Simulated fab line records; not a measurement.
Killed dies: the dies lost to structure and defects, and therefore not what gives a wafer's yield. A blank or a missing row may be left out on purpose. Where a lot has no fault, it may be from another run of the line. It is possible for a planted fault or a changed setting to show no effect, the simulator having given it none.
Matching of chambers || flow gf180mcu || cmp-02 running GF_V2_CMP_04: 4 sister chambers
The step polishes SiO2. 8 wafers are shown with their chamber, then 9 later ones without.

## EACH WAFER AND ITS CHAMBER
{"wafer": "L556.2", "chamber": 0, "motor current A (A)": 10.8, "retaining ring pressure frac": 0.998}
{"wafer": "L560.5", "chamber": 3, "motor current A (A)": 13.7, "retaining ring pressure frac": 1.002}
{"wafer": "L559.1", "chamber": 1, "motor current A (A)": 14.9, "retaining ring pressure frac": 1.004}
{"wafer": "L559.4", "chamber": 0, "motor current A (A)": 10.4, "retaining ring pressure frac": 0.993}
{"wafer": "L559.6", "chamber": 2, "motor current A (A)": 12.6, "retaining ring pressure frac": 1.010}
{"wafer": "L562.2", "chamber": 3, "motor current A (A)": 12.1, "retaining ring pressure frac": 0.985}
{"wafer": "L562.4", "chamber": 1, "motor current A (A)": 15.0, "retaining ring pressure frac": 0.999}
{"wafer": "L562.6", "chamber": 2, "motor current A (A)": 12.6, "retaining ring pressure frac": 1.004}

## WAFERS WITH NO CHAMBER GIVEN
{"wafer": "L563.3", "motor current A (A)": 10.5, "retaining ring pressure frac": 0.994}
{"wafer": "L563.4", "motor current A (A)": 12.5, "retaining ring pressure frac": 1.003}
{"wafer": "L563.5", "motor current A (A)": 14.9, "retaining ring pressure frac": 1.003}
{"wafer": "L572.2", "motor current A (A)": 12.2, "retaining ring pressure frac": 0.997}
{"wafer": "L572.4", "motor current A (A)": 12.9, "retaining ring pressure frac": 0.997}
{"wafer": "L572.5", "motor current A (A)": 12.9, "retaining ring pressure frac": 0.994}
{"wafer": "L575.1", "motor current A (A)": 11.5, "retaining ring pressure frac": 1.004}
{"wafer": "L575.2", "motor current A (A)": 11.8, "retaining ring pressure frac": 0.997}
{"wafer": "L575.5", "motor current A (A)": 12.6, "retaining ring pressure frac": 0.996}

## WHICH CHAMBER EACH WENT THROUGH
{"wafer": "L563.3", "from the rows above": 0, "in truth": 0}
{"wafer": "L563.4", "from the rows above": "can't be placed: 2 or 3", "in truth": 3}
{"wafer": "L563.5", "from the rows above": 1, "in truth": 1}
{"wafer": "L572.2", "from the rows above": "can't be placed: 3 or 2 or 0", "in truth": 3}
{"wafer": "L572.4", "from the rows above": "can't be placed: 3 or 2", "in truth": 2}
{"wafer": "L572.5", "from the rows above": "can't be placed: 3 or 2", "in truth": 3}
{"wafer": "L575.1", "from the rows above": "can't be placed: 2 or 0 or 3", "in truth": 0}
{"wafer": "L575.2", "from the rows above": "can't be placed: 3 or 2 or 0", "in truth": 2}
{"wafer": "L575.5", "from the rows above": "can't be placed: 3 or 2", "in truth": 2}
Correct placement for 2 of the 9. Not placeable from these rows: 7 (in 7, the candidates include the true chamber). Wrongly placed: 0.
How it was worked out, from the rows above alone: a wafer's distance from a chamber is the root of the sum, over the readings, of the square of ((its reading less the chamber's mean) divided by the reading's scatter). The wafer belongs to the nearest chamber; if the next one is less than 2 further off, it can't be placed. A chamber's mean is the mean of its shown wafers. The scatter: take each reading less its chamber's mean, square it, sum over the shown wafers, divide by the number of wafers less the number of chambers, and take the root.
